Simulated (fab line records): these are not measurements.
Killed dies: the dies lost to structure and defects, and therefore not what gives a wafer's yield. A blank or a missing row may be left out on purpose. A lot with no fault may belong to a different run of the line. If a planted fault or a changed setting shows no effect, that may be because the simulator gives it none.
Struck lot and sound lot, side by side + flow sky130 + 15 steps out of a route of 708
Sound: the wafers L371.2, L371.4, L371.5. Struck: wafers L388.4, L388.5, L388.6. At the end, the cause is stated.
Order at every step that has rows: each side's tool, ch and its chambers, its first start. Under that, the readings that differ: sound wafers + struck wafers + difference of the means + sigmas: that difference in standard deviations of wafers without a fault.
alike: words and numbers the same on both sides, and readings whose means are apart by under 2 such deviations; not compared: readings that were withheld, readings missing a value for some wafer, numbers with overlapping values and no deviation given by the record, and bounds like >300 which may hide the same value.
A row with sigmas, a row that says differs or no value, or rows on one side alone: a step with any of these is where the two part. Numbers that don't overlap but have no deviation are shown without sigmas and don't part them. A reading missing from all wafers of one side parts the sides only when that side holds two or more wafers.

first, 1 step without rows for these wafers: SKY_LDD_HVP_IMPLANT_08.
SKY_LDD_HVP_STRIP_09: strips in O2/N2.
  sound on plasma_asher-03 ch 0,1, day 22 09:33; struck on plasma_asher-04 ch 0,1, day 28 14:50
  alike: drypump_motor_current_A, oes_product_au, strip_time_to_endpoint_s
  not compared: rf_hours_counter_h
SKY_LDD_HVP_TW_MEAS_10:
  sound on film_metro-04, day 22 09:40; struck on film_metro-04, day 28 14:56
  alike: LDD_HVP_TW
then, 7 steps without rows for these wafers: SKY_LDD_LDN_DEHYDRATE_00 (time 60 s); SKY_LDD_LDN_HMDS_01 (prime time 60 s); SKY_LDD_LDN_COAT_02 (resist thk 1140 nm); SKY_LDD_LDN_SOFTBAKE_03 (time 60 s); SKY_LDD_LDN_EXPOSE_04 (exposes mask LDNTM, target cd 700 nm); SKY_LDD_LDN_PEB_05; SKY_LDD_LDN_DEVELOP_06 (develop time 60 s).
SKY_LDD_LDN_OVL_MEAS_07:
  sound on overlay-01, day 23 15:10; struck on overlay-02, day 29 18:44
  alike: LDD_LDN_OVL
next, for these wafers, 1 step has no rows: SKY_LDD_LDN_IMPLANT_08.
SKY_LDD_LDN_IMPLANT_09:
  sound on implanter-02 ch 0, day 23 15:23; struck on implanter-01 ch 0, day 29 18:58
| reading                   | sound                | struck               | difference | sigmas      |
|---------------------------|----------------------|----------------------|------------|-------------|
| beam_energy_keV           | 15.004 15.001 15.004 | 17.992 18.004 17.997 | +2.995     | +99 or more |
| model.implant.rp_nm (nm)  | 12.63 12.63 12.63    | 14.6 14.6 14.6       | +2.0       |             |
| model.implant.drp_nm (nm) | 5.933 5.933 5.933    | 6.708 6.708 6.708    | +0.775     |             |
  alike: dose_ions_cm2
next, for these wafers, 1 step has no rows: SKY_LDD_LDN_IMPLANT_10.
-- a jump in the record: the struck wafers' starts before and after are 21 days apart (it breaks off in module LDD_LDN and resumes in module PAD_OPEN, where the first step shown is number 708 of the route) --
SKY_PAD_OPEN_PROBE_99:
  sound on prober-02, day 46 09:56; struck on prober-02, day 50 12:38
| reading                         | sound          | struck         | difference | sigmas |
|---------------------------------|----------------|----------------|------------|--------|
| model.etest.tip_sonos.rs_ohm_sq | 2727 2678 2760 | 2453 2478 2489 | -248       |        |
  alike: killed_at_M0_to_M3, killed_at_M4_up, killed_at_contacts, killed_at_front_end, killed_at_other, killed_dies, killed_open, killed_short

## WHERE THEY PART
Within this record, at SKY_LDD_LDN_IMPLANT_09 only. Later steps at which nothing parts them and some readings are alike: SKY_PAD_OPEN_PROBE_99.

WHY: what the simulator had put in
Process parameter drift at SKY_LDD_LDN_IMPLANT_09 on implanter-01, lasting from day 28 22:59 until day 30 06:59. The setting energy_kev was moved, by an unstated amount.
